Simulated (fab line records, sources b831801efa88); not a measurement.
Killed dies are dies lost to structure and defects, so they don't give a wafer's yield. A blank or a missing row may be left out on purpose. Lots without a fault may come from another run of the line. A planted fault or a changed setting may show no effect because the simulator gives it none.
Chamber matching | flow gf180mcu | GF_V3_CMP_26 on cmp-01: 4 sister chambers
The step polishes, stops on SiO2, t overpolish 15 s, target thk 0 nm. 8 wafers are shown with their chamber, then 9 later ones without.

WAFERS WITH THEIR CHAMBER
wafer  | chamber | motor_current_A (A) | time_to_endpoint_s (s)
L655.5 | 2       | 10.6                | 79
L655.6 | 3       | 11.2                | 85
L656.1 | 0       | 11.1                | 91
L656.4 | 1       | 9.2                 | 90
L656.6 | 1       | 9.5                 | 89
L662.1 | 2       | 11.3                | 80
L662.2 | 3       | 10.6                | 85
L662.4 | 0       | 11.3                | 88

WAFERS WITHOUT THEIR CHAMBER
wafer  | motor_current_A (A) | time_to_endpoint_s (s)
L665.2 | 11.1                | 78
L665.4 | 10.9                | 82
L665.5 | 9.6                 | 82
L666.2 | 9.6                 | 83
L666.4 | 11.6                | 80
L666.5 | 9.2                 | 85
L667.3 | 10.5                | 84
L667.4 | 11.3                | 92
L667.6 | 10.7                | 81

WHICH CHAMBER EACH WENT THROUGH
wafer  | from the rows above          | in truth
L665.2 | 2                            | 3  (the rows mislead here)
L665.4 | can't be placed: 2 or 3      | 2
L665.5 | can't be placed: 2 or 3      | 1
L666.2 | can't be placed: 3 or 2 or 1 | 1
L666.4 | 2                            | 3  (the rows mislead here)
L666.5 | can't be placed: 1 or 3      | 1
L667.3 | 3                            | 3
L667.4 | 0                            | 0
L667.6 | can't be placed: 2 or 3      | 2
Placed correctly: 2 of 9. Can't be placed from these rows: 5 (the true chamber is among the candidates in 4). Placed wrongly: 2.
How it was worked out, from the rows above alone: a wafer's distance from a chamber is the root of the sum, over the readings, of the square of ((its reading less the chamber's mean) divided by the reading's scatter). The wafer belongs to the nearest chamber; if the next one is less than 2 further off, it can't be placed. A chamber's mean is the mean of its shown wafers. The scatter: the root of (the sum of the squares of (reading less its chamber's mean) over the shown wafers, divided by (wafers less chambers)).
